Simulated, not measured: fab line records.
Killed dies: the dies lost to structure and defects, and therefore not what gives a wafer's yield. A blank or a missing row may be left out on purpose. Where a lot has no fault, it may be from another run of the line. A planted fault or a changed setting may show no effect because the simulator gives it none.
Chamber matching || flow sky130 || rieDiel-04 running SKY_LI_CONTACT_ETCH_15: 4 sister chambers
The step etches PSG in C4F8/O2/Ar, stops on Si, target depth 600 nm. 8 wafers are shown with their chamber, then 7 later ones without.

## WAFERS WITH THEIR CHAMBER
{"wafer": "L076.4", "chamber": 2, "chamberPressureMTorr (mTorr)": 40.00, "oesProductAu (a.u.)": 0.832}
{"wafer": "L076.5", "chamber": 3, "chamberPressureMTorr (mTorr)": 40.02, "oesProductAu (a.u.)": 0.840}
{"wafer": "L079.3", "chamber": 3, "chamberPressureMTorr (mTorr)": 40.04, "oesProductAu (a.u.)": 0.835}
{"wafer": "L079.4", "chamber": 1, "chamberPressureMTorr (mTorr)": 40.01, "oesProductAu (a.u.)": 0.836}
{"wafer": "L084.3", "chamber": 1, "chamberPressureMTorr (mTorr)": 40.02, "oesProductAu (a.u.)": 0.843}
{"wafer": "L084.5", "chamber": 0, "chamberPressureMTorr (mTorr)": 39.99, "oesProductAu (a.u.)": 0.828}
{"wafer": "L086.2", "chamber": 2, "chamberPressureMTorr (mTorr)": 39.99, "oesProductAu (a.u.)": 0.830}
{"wafer": "L086.3", "chamber": 0, "chamberPressureMTorr (mTorr)": 39.99, "oesProductAu (a.u.)": 0.837}

## WAFERS WHOSE CHAMBER IS MISSING
{"wafer": "L086.4", "chamberPressureMTorr (mTorr)": 39.96, "oesProductAu (a.u.)": 0.845}
{"wafer": "L091.1", "chamberPressureMTorr (mTorr)": 40.01, "oesProductAu (a.u.)": 0.832}
{"wafer": "L091.2", "chamberPressureMTorr (mTorr)": 40.03, "oesProductAu (a.u.)": 0.836}
{"wafer": "L091.5", "chamberPressureMTorr (mTorr)": 39.99, "oesProductAu (a.u.)": 0.828}
{"wafer": "L097.1", "chamberPressureMTorr (mTorr)": 40.02, "oesProductAu (a.u.)": 0.830}
{"wafer": "L097.3", "chamberPressureMTorr (mTorr)": 40.06, "oesProductAu (a.u.)": 0.837}
{"wafer": "L097.6", "chamberPressureMTorr (mTorr)": 40.07, "oesProductAu (a.u.)": 0.844}

## CHAMBER TAKEN BY EACH
{"wafer": "L086.4", "from the rows above": "can't be placed: 0 or 2", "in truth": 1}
{"wafer": "L091.1", "from the rows above": "can't be placed: 2 or 1 or 0 or 3", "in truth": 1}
{"wafer": "L091.2", "from the rows above": "can't be placed: 3 or 1", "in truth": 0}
{"wafer": "L091.5", "from the rows above": "can't be placed: 2 or 0", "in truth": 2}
{"wafer": "L097.1", "from the rows above": "can't be placed: 3 or 1 or 2 or 0", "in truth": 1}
{"wafer": "L097.3", "from the rows above": "can't be placed: 3 or 1", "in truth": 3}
{"wafer": "L097.6", "from the rows above": "can't be placed: 3 or 1", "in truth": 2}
0 of 7 placed correctly. Unplaceable from these rows: 7, with the true chamber sitting among the candidates in 4. Number placed wrongly: 0.
How it was worked out, from the rows above alone: a wafer's distance from a chamber is the root of the sum, over the readings, of the square of ((its reading less the chamber's mean) divided by the reading's scatter). The wafer belongs to the nearest chamber; if the next one is less than 2 further off, it can't be placed. A chamber's mean is the mean of its shown wafers. The scatter: take each reading less its chamber's mean, square it, sum over the shown wafers, divide by the number of wafers less the number of chambers, and take the root.
